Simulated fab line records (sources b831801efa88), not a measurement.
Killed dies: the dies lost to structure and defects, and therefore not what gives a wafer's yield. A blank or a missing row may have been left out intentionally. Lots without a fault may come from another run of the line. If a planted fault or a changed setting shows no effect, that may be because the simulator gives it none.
fab line records + flow sfq-line
record
- lots=6
- wafers=16
- last-day=92
route steps=325 shown M1@62 I1@73 M2@88
lots that met no fault: taken from a fault-free run of the same line
start-h: the number of hours between the record's first day and the start of the first shown wafer of the lot + wait-h: time in hours since the lot's previous step + " same as the row above + L1.1+2: a single row standing in for several wafers + - no value, or no start was given + * or withheld: withheld + < > ~ a bound
route shown NAME@n: a module of which the file shows steps, and the number in the route of the first + usual: the fault-free wafers' mean and standard deviation + same: alike in all rows + chamber/n: place in a boat + sites: readings site by site + _std_site: standard deviation of those values + _edge_site: the outer-site mean with the inner-site mean subtracted + radius-mm: for every site, how far away it sits from the centre of the wafer + mask NAME#n: copy n + behind: the last tool/chamber to shape the wafer + hold: why the lot was held/for how many hours/how that ended + device: the n, p or np transistor that did not switch + end of line: at the end of the route, the tests of the same wafers + a step without rows: its recipe alone + killed: dies lost to structure and defects at the first sort, not the wafer's yield + map: per-die view of a wafer (x killed, . not killed, _ where there is no die)
set.NAME: the setting as run; set.NAME@STEP: as run at that earlier step + model.NAME: the simulator's own value behind a step, which no gauge read
lots seen at some steps along the route; tables by step, rows by wafer
services: from which hour (start-h, from the record's first day; less than 0 if before it) a tool's chamber was out of use, for how many hours, and why
## steps
# step SFQ_TRILAYER_M1_LITHO_COAT_044
# recipe
- resist=BARC
- spin-rpm=3000
- resist-thk-nm=62
# step SFQ_TRILAYER_M1_LITHO_COAT_039
# recipe
- resist=KrF
- spin-rpm=3000
- resist-thk-nm=600
# step SFQ_TRILAYER_M1_LITHO_SOFTBAKE_043
# recipe
- temp-c=withheld
- time-s=withheld
- resist=KrF
# step SFQ_TRILAYER_M1_LITHO_EXPOSE_040
# recipe
- mask-id=M1
- na=0.6
- source-shape=conventional
- sigma-outer=0.65
- target-cd-nm=500
- dose-mj=14.4
# step SFQ_TRILAYER_M1_LITHO_PEB_042
# recipe
- peb-temp-c=115
- peb-time-s=60
- resist=KrF
# step SFQ_TRILAYER_M1_LITHO_DEVELOP_041
# recipe
- time-s=60
- resist=KrF
# step SFQ_M1_OVL_MEAS_911
# usual
- M1_OVL=0/4.6
| lot.wafer | tool       | chamber | start-h | wait-h | M1_OVL[nm] |
|-----------|------------|---------|---------|--------|------------|
| L349.2    | overlay-01 | -       | 300.84  | 0.1    | -6         |
| L349.3    | "          | -       | "       | "      | -4         |
| L349.6    | "          | -       | "       | "      | -5         |
| L354.1    | overlay-01 | -       | 334.44  | 0.1    | -3         |
| L354.4    | "          | -       | "       | "      | -2         |
| L354.5    | "          | -       | "       | "      | -1         |
| L363.1    | overlay-02 | -       | 409.94  | 0.1    | -9         |
| L363.4    | "          | -       | "       | "      | 0          |
| L364.2    | overlay-01 | -       | 418.34  | 0.1    | 0          |
| L364.6    | "          | -       | "       | "      | -2         |
| L369.1    | overlay-01 | -       | 456.29  | 0.1    | 3          |
| L369.2    | "          | -       | "       | "      | 7          |
| L369.6    | "          | -       | "       | "      | 9          |
| L370.1    | overlay-02 | -       | 467.09  | 0.1    | -7         |
| L370.4    | "          | -       | "       | "      | -8         |
| L370.6    | "          | -       | "       | "      | -10        |
# step SFQ_TRILAYER_M1_BARC_OPEN_METAL_ETCH_054
# recipe
- mask-material=PR
- chemistry=O2
- target-depth-nm=125
- target=BARC
- icp-w=600
- bias-w=80
- pressure-mtorr=10
- time-s=41.7
# usual
- bias-w=80.01/0.24
- drypump-motor-current-A=5.8/0.33
- oes-product-au=0.685/0.0045
| lot.wafer | tool         | chamber | start-h | wait-h | bias-w | drypump-motor-current-A | oes-product-au | rf-hours-counter-h |
|-----------|--------------|---------|---------|--------|--------|-------------------------|----------------|--------------------|
| L349.2    | rie-metal-04 | 0       | 300.87  | 0.0    | 79.59  | 5.8                     | 0.683          | 10                 |
| L349.3    | "            | 0       | "       | "      | 79.62  | 5.8                     | 0.680          | -                  |
| L349.6    | "            | 1       | "       | "      | 79.83  | 6.1                     | 0.678          | -                  |
| L354.1    | rie-metal-01 | 1       | 334.47  | 0.0    | 80.08  | 5.5                     | 0.685          | 23                 |
| L354.4    | "            | 1       | "       | "      | 79.87  | 5.5                     | 0.683          | -                  |
| L354.5    | "            | 0       | "       | "      | 80.01  | 5.5                     | 0.692          | -                  |
| L363.1    | rie-metal-02 | 1       | 409.97  | 0.0    | 80.01  | 6.3                     | 0.694          | 29                 |
| L363.4    | "            | 0       | "       | "      | 80.04  | 5.5                     | 0.687          | -                  |
| L364.2    | rie-metal-02 | 0       | 418.39  | 0.0    | 79.94  | 5.5                     | 0.687          | -                  |
| L364.6    | "            | 0       | "       | "      | 80.05  | 5.5                     | 0.678          | -                  |
| L369.1    | rie-metal-04 | 1       | 456.32  | 0.0    | 79.86  | 6.2                     | 0.686          | 8                  |
| L369.2    | "            | 0       | "       | "      | 79.84  | 5.8                     | 0.686          | 42                 |
| L369.6    | "            | 1       | "       | "      | 79.82  | 6.2                     | 0.681          | -                  |
| L370.1    | rie-metal-02 | 0       | 467.12  | 0.0    | 79.68  | 5.5                     | 0.681          | 177                |
| L370.4    | "            | 1       | "       | "      | 80.12  | 6.3                     | 0.681          | -                  |
| L370.6    | "            | 1       | "       | "      | 80.31  | 6.3                     | 0.687          | -                  |
# step SFQ_TRILAYER_M1_ETCH_METAL_ETCH_042
# recipe
- target=Nb
- stop-on=SiO2
- mask-material=PR
- chemistry=Cl2/Ar
- target-depth-nm=240
- icp-w=600
- bias-w=80
- pressure-mtorr=10
- time-s=120
# usual
- bias-w=79.97/0.24
- drypump-motor-current-A=5.8/0.33
- oes-product-au=0.895/0.0069
| lot.wafer | tool         | chamber | start-h | wait-h | bias-w | drypump-motor-current-A | oes-product-au | rf-hours-counter-h |
|-----------|--------------|---------|---------|--------|--------|-------------------------|----------------|--------------------|
| L349.2    | rie-metal-04 | 0       | 300.93  | 0.0    | 79.68  | 5.7                     | 0.901          | 10                 |
| L349.3    | "            | 0       | "       | "      | 79.99  | 5.8                     | 0.904          | -                  |
| L349.6    | "            | 1       | "       | "      | 80.18  | 6.2                     | 0.897          | -                  |
| L354.1    | rie-metal-01 | 1       | 334.53  | 0.0    | 79.76  | 5.4                     | 0.887          | 23                 |
| L354.4    | "            | 1       | "       | "      | 79.77  | 5.4                     | 0.888          | -                  |
| L354.5    | "            | 0       | "       | "      | 79.94  | 5.5                     | 0.891          | -                  |
| L363.1    | rie-metal-02 | 1       | 410.03  | 0.0    | 79.81  | 6.3                     | 0.899          | 29                 |
| L363.4    | "            | 0       | "       | "      | 80.04  | 5.5                     | 0.888          | -                  |
| L364.2    | rie-metal-02 | 0       | 418.53  | 0.1    | 79.85  | 5.5                     | 0.894          | -                  |
| L364.6    | "            | 0       | "       | "      | 79.91  | 5.5                     | 0.896          | -                  |
| L369.1    | rie-metal-04 | 1       | 456.38  | 0.0    | 79.87  | 6.2                     | 0.881          | 8                  |
| L369.2    | "            | 0       | "       | "      | 80.26  | 5.7                     | 0.882          | 42                 |
| L369.6    | "            | 1       | "       | "      | 80.01  | 6.1                     | 0.888          | -                  |
| L370.1    | rie-metal-02 | 0       | 467.18  | 0.0    | 79.66  | 5.5                     | 0.885          | 177                |
| L370.4    | "            | 1       | "       | "      | 79.85  | 6.3                     | 0.892          | -                  |
| L370.6    | "            | 1       | "       | "      | 79.64  | 6.3                     | 0.899          | -                  |
# step SFQ_TRILAYER_M1_STRIP_STRIP_043
# recipe
- gas=O2
- power-w=200
- platen-temp-c=40
- overash-fraction=0.65
- chemistry=O2
- pressure-mtorr=50
# step SFQ_TRILAYER_M1_STRIP_SOLV_CLEAN_044
# recipe
- chemistry=NMP
- temp-c=70
- time-s=600
# step SFQ_TRILAYER_I1_DEP_PECVD_045
# recipe
- material=SiO2
- temp-c=150
- time-s=111.11
- pressure-torr=2.4
- rf-w=183.3
- precursor=SiH4/N2O
- target-thk-nm=500
# step SFQ_TRILAYER_I1_CMP_CMP_046
# recipe
- material=SiO2
- down-force-psi=3
- platen-rpm=60
- pad-velocity-m-s=0.94248
# usual
- motor-current-A=10.2/1
- slurry-flow-ml-min=149.9/0.48
- time-to-endpoint-s=212/7.5
| lot.wafer | tool   | chamber | start-h | wait-h | motor-current-A | slurry-flow-ml-min | time-to-endpoint-s | model.SiO2_of_TRILAYER_I1_DEP_PECVD_045.thk-nm |
|-----------|--------|---------|---------|--------|-----------------|--------------------|--------------------|------------------------------------------------|
| L349.2    | cmp-02 | 1       | 307.09  | 5.2    | 9.9             | 149.7              | 213                | 201.2                                          |
| L349.3    | "      | 2       | "       | "      | 7.7             | 149.6              | 216                | 201.3                                          |
| L349.6    | "      | 3       | "       | "      | 11.0            | 149.1              | 207                | 198.7                                          |
| L354.1    | cmp-01 | 2       | 335.69  | 0.0    | 9.9             | 150.3              | 207                | 199.3                                          |
| L354.4    | "      | 1       | 337.19  | 1.5    | 11.3            | 150.1              | 216                | 199.4                                          |
| L354.5    | "      | 3       | 338.19  | 2.5    | 11.0            | 150.1              | 213                | 197.7                                          |
| L363.4    | cmp-02 | 0       | 412.85  | 1.8    | 10.7            | 149.5              | 225                | 200.1                                          |
| L363.1    | "      | 1       | "       | "      | 10.6            | 150.3              | 221                | 183.7                                          |
| L364.2    | cmp-02 | 0       | 421.85  | 1.7    | 10.1            | 148.9              | 211                | 199.9                                          |
| L364.6    | "      | 3       | 423.35  | 3.2    | 10.9            | 150.2              | 225                | 183.4                                          |
| L369.2    | cmp-01 | 1       | 459.16  | 1.8    | 11.1            | 149.4              | 205                | 202.6                                          |
| L369.1    | "      | 3       | 460.16  | 2.8    | 10.5            | 149.8              | 203                | 201.5                                          |
| L369.6    | "      | 1       | 461.16  | 3.8    | 11.3            | 148.8              | 214                | 202.7                                          |
| L370.4    | cmp-01 | 0       | 468.16  | 0.0    | 9.7             | 150.7              | 209                | 200.9                                          |
| L370.1    | "      | 1       | "       | "      | 11.5            | 150.2              | 206                | 200                                            |
| L370.6    | "      | 0       | 470.16  | 2.0    | 9.2             | 150.7              | 215                | 201.4                                          |
# step SFQ_I1_BOW_MEAS_912
# recipe
- mode=bow
# usual
- I1_BOW=1/7.2
| lot.wafer | tool          | chamber | start-h | wait-h | I1_BOW[um] |
|-----------|---------------|---------|---------|--------|------------|
| L349.2    | film-metro-01 | -       | 309.11  | 1.5    | -1         |
| L349.3    | "             | -       | "       | "      | -8         |
| L349.6    | "             | -       | "       | "      | -4         |
| L354.1    | film-metro-02 | -       | 338.69  | 2.5    | 7          |
| L354.4    | "             | -       | "       | "      | -1         |
| L354.5    | "             | -       | "       | "      | 11         |
| L363.1    | film-metro-02 | -       | 414.85  | 1.0    | 4          |
| L363.4    | "             | -       | "       | "      | -1         |
| L364.2    | film-metro-01 | -       | 423.87  | 1.5    | 6          |
| L364.6    | "             | -       | "       | "      | 0          |
| L369.1    | film-metro-02 | -       | 462.16  | 1.5    | -6         |
| L369.2    | "             | -       | "       | "      | 4          |
| L369.6    | "             | -       | "       | "      | 1          |
| L370.1    | film-metro-01 | -       | 471.16  | 2.0    | -6         |
| L370.4    | "             | -       | "       | "      | -17        |
| L370.6    | "             | -       | "       | "      | -15        |
# step SFQ_TRILAYER_I1_METRO_MEASURE_047
# usual
- thk-nm=199.8/1.2
| lot.wafer | tool          | chamber | start-h | wait-h | thk-nm |
|-----------|---------------|---------|---------|--------|--------|
| L349.2    | film-metro-01 | -       | 309.41  | 0.3    | 201.2  |
| L349.3    | "             | -       | "       | "      | 201.3  |
| L349.6    | "             | -       | "       | "      | 198.8  |
| L354.1    | film-metro-02 | -       | 338.81  | 0.1    | 199.3  |
| L354.4    | "             | -       | "       | "      | 199.4  |
| L354.5    | "             | -       | "       | "      | 197.6  |
| L363.1    | film-metro-02 | -       | 414.97  | 0.1    | 183.7  |
| L363.4    | "             | -       | "       | "      | 200.1  |
| L364.2    | film-metro-01 | -       | 424.17  | 0.3    | 200.0  |
| L364.6    | "             | -       | "       | "      | 183.3  |
| L369.1    | film-metro-02 | -       | 462.28  | 0.1    | 201.4  |
| L369.2    | "             | -       | "       | "      | 202.6  |
| L369.6    | "             | -       | "       | "      | 202.7  |
| L370.1    | film-metro-01 | -       | 471.28  | 0.1    | 200.2  |
| L370.4    | "             | -       | "       | "      | 200.9  |
| L370.6    | "             | -       | "       | "      | 201.5  |
# step SFQ_TRILAYER_I1_VIA_LITHO_COAT_054
# recipe
- resist=BARC
- spin-rpm=3000
- resist-thk-nm=62
# step SFQ_TRILAYER_I1_VIA_LITHO_COAT_049
# recipe
- resist=KrF
- spin-rpm=3000
- resist-thk-nm=650
# step SFQ_TRILAYER_I1_VIA_LITHO_SOFTBAKE_053
# recipe
- temp-c=withheld
- time-s=withheld
- resist=KrF
# step SFQ_TRILAYER_I1_VIA_LITHO_EXPOSE_050
# recipe
- mask-id=I1
- na=0.6
- source-shape=conventional
- sigma-outer=0.65
- target-cd-nm=500
- dose-mj=21.3
# step SFQ_TRILAYER_I1_VIA_LITHO_PEB_052
# recipe
- peb-temp-c=115
- peb-time-s=60
- resist=KrF
# step SFQ_TRILAYER_I1_VIA_LITHO_DEVELOP_051
# recipe
- time-s=60
- resist=KrF
# step SFQ_I1_OVL_MEAS_913
# usual
- I1_OVL=-3/5.3
| lot.wafer | tool       | chamber | start-h | wait-h | I1_OVL[nm] |
|-----------|------------|---------|---------|--------|------------|
| L349.2    | overlay-02 | -       | 411.14  | 0.1    | 1          |
| L349.3    | "          | -       | "       | "      | -1         |
| L349.6    | "          | -       | "       | "      | -5         |
| L354.1    | overlay-02 | -       | 450.29  | 0.1    | -6         |
| L354.4    | "          | -       | "       | "      | -5         |
| L354.5    | "          | -       | "       | "      | 2          |
| L363.1    | overlay-02 | -       | 550.80  | 0.1    | 1          |
| L363.4    | "          | -       | "       | "      | 2          |
| L364.2    | overlay-01 | -       | 559.21  | 0.1    | 1          |
| L364.6    | "          | -       | "       | "      | -4         |
| L369.1    | overlay-01 | -       | 605.14  | 0.1    | -1         |
| L369.2    | "          | -       | "       | "      | -2         |
| L369.6    | "          | -       | "       | "      | -2         |
| L370.1    | overlay-01 | -       | 615.94  | 0.1    | -8         |
| L370.4    | "          | -       | "       | "      | -4         |
| L370.6    | "          | -       | "       | "      | -6         |
# step SFQ_TRILAYER_I1_VIA_BARC_OPEN_VIA_ETCH_071
# recipe
- mask-material=PR
- chemistry=O2
- target-depth-nm=125
- target=BARC
- source-w=500
- bias-w=80
- pressure-mtorr=30
- time-s=41.7
# usual
- bias-w=80.00/0.25
- drypump-motor-current-A=5.8/0.39
- oes-product-au=0.685/0.0046
| lot.wafer | tool        | chamber | start-h | wait-h | bias-w | drypump-motor-current-A | oes-product-au | rf-hours-counter-h |
|-----------|-------------|---------|---------|--------|--------|-------------------------|----------------|--------------------|
| L349.2    | rie-diel-01 | 1       | 411.17  | 0.0    | 79.90  | 5.4                     | 0.684          | 108                |
| L349.3    | "           | 2       | "       | "      | 80.08  | 5.9                     | 0.681          | 79                 |
| L349.6    | "           | 3       | "       | "      | 80.08  | 6.7                     | 0.683          | -                  |
| L354.1    | rie-diel-02 | 3       | 450.32  | 0.0    | 79.92  | 5.6                     | 0.692          | 6                  |
| L354.4    | "           | 1       | "       | "      | 80.43  | 5.6                     | 0.686          | 16                 |
| L354.5    | "           | 0       | "       | "      | 79.88  | 5.6                     | 0.684          | -                  |
| L363.1    | rie-diel-02 | 0       | 550.84  | 0.0    | 80.32  | 5.6                     | 0.684          | 8                  |
| L363.4    | "           | 3       | "       | "      | 79.89  | 5.6                     | 0.688          | 8                  |
| L364.2    | rie-diel-04 | 0       | 559.24  | 0.0    | 80.27  | 5.9                     | 0.681          | 5                  |
| L364.6    | "           | 0       | "       | "      | 80.07  | 5.9                     | 0.680          | -                  |
| L369.1    | rie-diel-02 | 2       | 605.18  | 0.0    | 80.22  | 6.0                     | 0.688          | 40                 |
| L369.2    | "           | 3       | "       | "      | 79.88  | 5.6                     | 0.676          | 9                  |
| L369.6    | "           | 2       | "       | "      | 80.19  | 6.0                     | 0.687          | -                  |
| L370.1    | rie-diel-01 | 3       | 615.98  | 0.0    | 80.02  | 6.7                     | 0.685          | 1                  |
| L370.4    | "           | 1       | "       | "      | 80.08  | 5.4                     | 0.681          | -                  |
| L370.6    | "           | 3       | "       | "      | 79.84  | 6.7                     | 0.691          | -                  |
# step SFQ_TRILAYER_I1_VIA_ETCH_VIA_ETCH_052
# recipe
- target=SiO2
- stop-on=Nb
- mask-material=PR
- taper-deg=20
- chemistry=CHF3
- target-depth-nm=260
- source-w=500
- bias-w=80
- pressure-mtorr=30
- time-s=withheld
# usual
- bias-w=80.07/0.22
- drypump-motor-current-A=5.8/0.39
- oes-product-au=0.854/0.0053
| lot.wafer | tool        | chamber | start-h | wait-h | bias-w | drypump-motor-current-A | oes-product-au | model.etch.depth-nm | model.I1.feature-depth-nm |
|-----------|-------------|---------|---------|--------|--------|-------------------------|----------------|---------------------|---------------------------|
| L349.2    | rie-diel-01 | 1       | 411.21  | 0.0    | 80.16  | 5.4                     | 0.858          | 201.2               | 201.2                     |
| L349.3    | "           | 2       | "       | "      | 80.25  | 5.9                     | 0.858          | 201.3               | 201.3                     |
| L349.6    | "           | 3       | "       | "      | 80.01  | 6.7                     | 0.850          | 198.7               | 198.7                     |
| L354.1    | rie-diel-02 | 3       | 450.36  | 0.0    | 79.97  | 5.6                     | 0.854          | 199.3               | 199.3                     |
| L354.4    | "           | 1       | "       | "      | 79.83  | 5.6                     | 0.849          | 199.4               | 199.4                     |
| L354.5    | "           | 0       | "       | "      | 80.18  | 5.6                     | 0.850          | 197.7               | 197.7                     |
| L363.1    | rie-diel-02 | 0       | 550.88  | 0.0    | 80.27  | 5.6                     | 0.811          | 183.7               | 183.7                     |
| L363.4    | "           | 3       | "       | "      | 79.79  | 5.6                     | 0.856          | 200.1               | 200.1                     |
| L364.2    | rie-diel-04 | 0       | 559.28  | 0.0    | 80.08  | 5.9                     | 0.860          | 199.9               | 199.9                     |
| L364.6    | "           | 0       | "       | "      | 80.19  | 5.9                     | 0.824          | 183.4               | 183.4                     |
| L369.1    | rie-diel-02 | 2       | 605.22  | 0.0    | 80.17  | 6.1                     | 0.852          | 201.5               | 201.5                     |
| L369.2    | "           | 3       | "       | "      | 79.84  | 5.6                     | 0.859          | 202.6               | 202.6                     |
| L369.6    | "           | 2       | "       | "      | 80.24  | 6.0                     | 0.868          | 202.7               | 202.7                     |
| L370.1    | rie-diel-01 | 3       | 616.04  | 0.0    | 79.79  | 6.7                     | 0.863          | 200                 | 200                       |
| L370.4    | "           | 1       | "       | "      | 79.75  | 5.4                     | 0.856          | 200.9               | 200.9                     |
| L370.6    | "           | 3       | "       | "      | 80.00  | 6.7                     | 0.858          | 201.4               | 201.4                     |
# step SFQ_TRILAYER_I1_VIA_STRIP_STRIP_053
# recipe
- gas=O2
- power-w=200
- platen-temp-c=40
- overash-fraction=0.65
- chemistry=O2
- pressure-mtorr=50
# usual
- drypump-motor-current-A=5.62/0.22
- oes-product-au=1.000/0.007
| lot.wafer | tool         | chamber | start-h | wait-h | drypump-motor-current-A | oes-product-au | rf-hours-counter-h |
|-----------|--------------|---------|---------|--------|-------------------------|----------------|--------------------|
| L349.2    | rie-metal-02 | 0       | 411.33  | -      | 5.48                    | 0.998          | 163                |
| L349.3    | "            | 0       | "       | "      | 5.47                    | 0.992          | -                  |
| L349.6    | "            | 1       | "       | "      | 6.30                    | 1.006          | -                  |
| L354.1    | rie-metal-01 | 1       | 450.48  | -      | 5.45                    | 1.000          | 43                 |
| L354.4    | "            | 1       | "       | "      | 5.44                    | 1.004          | -                  |
| L354.5    | "            | 0       | "       | "      | 5.52                    | 1.000          | -                  |
| L363.1    | rie-metal-01 | 0       | 550.99  | -      | 5.49                    | 1.003          | 91                 |
| L363.4    | "            | 0       | "       | "      | 5.51                    | 1.002          | -                  |
| L364.2    | rie-metal-03 | 0       | 559.39  | -      | 5.91                    | 0.997          | 71                 |
| L364.6    | "            | 0       | "       | "      | 5.91                    | 1.001          | -                  |
| L369.1    | rie-metal-01 | 0       | 605.33  | -      | 5.51                    | 1.005          | 98                 |
| L369.2    | "            | 1       | "       | "      | 5.45                    | 0.995          | 67                 |
| L369.6    | "            | 0       | "       | "      | 5.52                    | 1.002          | -                  |
| L370.1    | rie-metal-03 | 0       | 616.21  | -      | 5.89                    | 0.998          | 78                 |
| L370.4    | "            | 1       | "       | "      | 5.73                    | 1.013          | -                  |
| L370.6    | "            | 1       | "       | "      | 5.75                    | 0.999          | -                  |
# step SFQ_TRILAYER_I1_VIA_STRIP_SOLV_CLEAN_054
# recipe
- chemistry=NMP
- temp-c=70
- time-s=600
# step SFQ_TRILAYER_M2_DEP_PRE_CLEAN_056
# recipe
- gas=Ar
- time-s=22.5
- bias-v=250
| lot.wafer | tool           | chamber | start-h | wait-h | model.SiO2_of_TRILAYER_I1_DEP_PECVD_045.thk-nm |
|-----------|----------------|---------|---------|--------|------------------------------------------------|
| L349.2    | pvd-sputter-06 | -       | 412.12  | 0.0    | 193.7                                          |
| L349.3    | "              | -       | "       | "      | 193.8                                          |
| L349.6    | "              | -       | "       | "      | 191.2                                          |
| L354.1    | pvd-sputter-05 | -       | 451.25  | 0.0    | 191.8                                          |
| L354.4    | "              | -       | "       | "      | 191.9                                          |
| L354.5    | "              | -       | "       | "      | 190.2                                          |
| L363.1    | pvd-sputter-06 | -       | 551.77  | 0.0    | 176.2                                          |
| L363.4    | "              | -       | "       | "      | 192.6                                          |
| L364.2    | pvd-sputter-06 | -       | 560.17  | 0.0    | 192.4                                          |
| L364.6    | "              | -       | "       | "      | 175.9                                          |
| L369.1    | pvd-sputter-04 | -       | 606.28  | 0.0    | 194                                            |
| L369.2    | "              | -       | "       | "      | 195.1                                          |
| L369.6    | "              | -       | "       | "      | 195.2                                          |
| L370.1    | pvd-sputter-06 | -       | 616.98  | 0.0    | 192.5                                          |
| L370.4    | "              | -       | "       | "      | 193.4                                          |
| L370.6    | "              | -       | "       | "      | 193.9                                          |
# step SFQ_TRILAYER_M2_DEP_SPUTTER_055
# recipe
- material=Nb
- base-pressure-pa=1.33e-06
- chamber-pressure-pa=0.1333
- substrate-temp-c=20
- resputter-cathode-voltage-v=400
- target-thk-nm=200
- power-w=2000
- time-s=133.3
# usual
- throttle-valve-pct=30.1/1.1
| lot.wafer | tool           | chamber | start-h | wait-h | throttle-valve-pct |
|-----------|----------------|---------|---------|--------|--------------------|
| L349.2    | pvd-sputter-06 | -       | 412.15  | 0.0    | 30.2               |
| L349.3    | "              | -       | "       | "      | 29.3               |
| L349.6    | "              | -       | "       | "      | 28.7               |
| L354.1    | pvd-sputter-05 | -       | 451.28  | 0.0    | 28.0               |
| L354.4    | "              | -       | "       | "      | 31.1               |
| L354.5    | "              | -       | "       | "      | 31.0               |
| L363.1    | pvd-sputter-06 | -       | 551.80  | 0.0    | 31.4               |
| L363.4    | "              | -       | "       | "      | 28.8               |
| L364.2    | pvd-sputter-06 | -       | 560.20  | 0.0    | 28.8               |
| L364.6    | "              | -       | "       | "      | 30.4               |
| L369.1    | pvd-sputter-04 | -       | 606.31  | 0.0    | 29.1               |
| L369.2    | "              | -       | "       | "      | 30.9               |
| L369.6    | "              | -       | "       | "      | 31.3               |
| L370.1    | pvd-sputter-06 | -       | 617.01  | 0.0    | 29.1               |
| L370.4    | "              | -       | "       | "      | 30.3               |
| L370.6    | "              | -       | "       | "      | 31.2               |
## services
| tool           | chamber | start-h | hours | kind   |
|----------------|---------|---------|-------|--------|
| rie-diel-01    | 3       | 288.69  | 1.3   | repair |
| rie-metal-01   | 1       | 298.77  | 9.6   | repair |
| rie-diel-02    | 3       | 310.37  | 5.9   | repair |
| pvd-sputter-06 | -       | 310.80  | 0.5   | repair |
| pvd-sputter-06 | -       | 333.30  | 2.3   | repair |
| rie-metal-01   | -       | 351.24  | 0.1   | repair |
| rie-diel-01    | 1       | 356.55  | 1.4   | repair |
| rie-metal-04   | -       | 361.65  | 2.7   | repair |
| rie-diel-01    | 2       | 373.12  | 24.5  | repair |
| rie-metal-01   | -       | 398.73  | 1.4   | pm     |
| rie-diel-02    | -       | 412.21  | 0.5   | repair |
| rie-metal-02   | 1       | 412.77  | 21.5  | repair |
| rie-diel-02    | 3       | 426.78  | 6.4   | repair |
| rie-metal-01   | 1       | 428.62  | 4.6   | repair |
| rie-metal-04   | -       | 445.59  | 0.4   | repair |
| rie-diel-02    | 2       | 460.64  | 3.6   | repair |
| rie-diel-02    | 3       | 474.39  | 11.7  | repair |
| rie-metal-01   | -       | 501.97  | 2.8   | pm     |
| rie-diel-01    | 1       | 504.59  | 2.0   | repair |
| pvd-sputter-06 | -       | 514.45  | 1.2   | repair |
| rie-diel-01    | -       | 520.56  | 0.5   | repair |
| rie-diel-02    | -       | 541.84  | 0.2   | repair |
| rie-diel-02    | -       | 544.69  | 0.4   | repair |
| rie-diel-02    | 0       | 577.27  | 2.2   | repair |
## key
first-sign
- step=SFQ_TRILAYER_I1_METRO_MEASURE_047
- reading=thk-nm
- direction=down
- sigmas=13
- usual=199.8
- struck=183.5
effect
- step=SFQ_TRILAYER_I1_VIA_ETCH_VIA_ETCH_052
- reading=oes-product-au
- direction=down
- sigmas=6.8
- usual=0.854
- struck=0.818
model-effect
- step=SFQ_TRILAYER_I1_CMP_CMP_046
- value=SiO2_of_TRILAYER_I1_DEP_PECVD_045.thk-nm
- without=198.5
- struck=183.5
model-effect
- step=SFQ_TRILAYER_I1_VIA_ETCH_VIA_ETCH_052
- value=etch.depth-nm
- without=198.5
- struck=183.5
model-effect
- step=SFQ_TRILAYER_M2_DEP_PRE_CLEAN_056
- value=SiO2_of_TRILAYER_I1_DEP_PECVD_045.thk-nm
- without=191
- struck=176
met-at SFQ_TRILAYER_I1_CMP_CMP_046
struck-wafers L363.1,L364.6
onset-between 307.09 412.85
fault
- kind=process-parameter-drift
- tool=cmp-02
- chamber=-
- onset-h=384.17
- steps=SFQ_TRILAYER_I1_CMP_CMP_046
- channel=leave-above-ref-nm
- offset=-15
- shape=step
- end-h=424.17
- scope=struck-wafers-only
- acts-in=these-recipes-only
- stated=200
